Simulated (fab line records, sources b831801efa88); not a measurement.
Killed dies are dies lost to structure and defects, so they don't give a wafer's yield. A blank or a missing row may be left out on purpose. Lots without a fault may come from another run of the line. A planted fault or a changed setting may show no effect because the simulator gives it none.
One fault seen from 2 desks | flow gf180mcu | each desk has only its own numbers; what lay behind them comes last

THE METROLOGY DESK
What the gauges read, lot by lot, whatever tool the lot ran on: means of the sampled wafers that have a number. A lot is out of limits, marked OUT, if its mean lies more than 4 standard deviations from the usual mean; the brackets give that distance.
Columns: A = M4_ALCU_THK at GF_M4_THK_MEAS_06, usual 446 nm
lot  | first seen here | A
L649 | day 22 17:47    | 445
L652 | day 23 19:10    | 452
L655 | day 24 19:37    | 449
L656 | day 25 11:33    | 443
L659 | day 26 02:27    | 452
L660 | day 26 05:25    | 449
L665 | day 27 18:53    | 451
L667 | day 28 06:04    | 444
L669 | day 28 20:50    | 449
L670 | day 29 03:31    | 448
L671 | day 29 10:42    | 453
L672 | day 29 18:01    | 441
This desk's finding: nothing out of limits on any of the 12 lots.

THE TOOL OWNER'S DESK: cmp-02
The tool's own readings at GF_V4_CMP_04 (polishes SiO2): means of the sampled wafers that have a number, for each lot that ran on this tool. A lot is out of limits, marked OUT, if its mean lies more than 4 standard deviations from the usual mean; the brackets give that distance.
Columns: A = motor_current_A at GF_V4_CMP_04, usual 11.9 A; B = time_to_endpoint_s at GF_V4_CMP_04, usual 80 s
lot  | first seen here | A    | B
L649 | day 23 17:07    | 12.3 | 89
L652 | day 24 17:42    | 11.9 | 87
L655 | day 25 18:07    | 12.2 | 79
L656 | day 26 09:20    | 11.6 | 89
L659 | day 26 23:56    | 11.8 | 86
L660 | day 27 02:19    | 12.2 | 88
L669 | day 29 16:49    | 12.1 | 81
L670 | day 29 23:24    | 12.1 | 78
L671 | day 30 06:38    | 12.3 | 84
L672 | day 30 13:32    | 11.7 | 84
This desk's finding: nothing out of limits on any of the 10 lots.

PUT TOGETHER
The metrology desk saw nothing out of limits.
The tool owner's desk saw nothing out of limits.

WHAT THE SIMULATOR HAD PUT IN
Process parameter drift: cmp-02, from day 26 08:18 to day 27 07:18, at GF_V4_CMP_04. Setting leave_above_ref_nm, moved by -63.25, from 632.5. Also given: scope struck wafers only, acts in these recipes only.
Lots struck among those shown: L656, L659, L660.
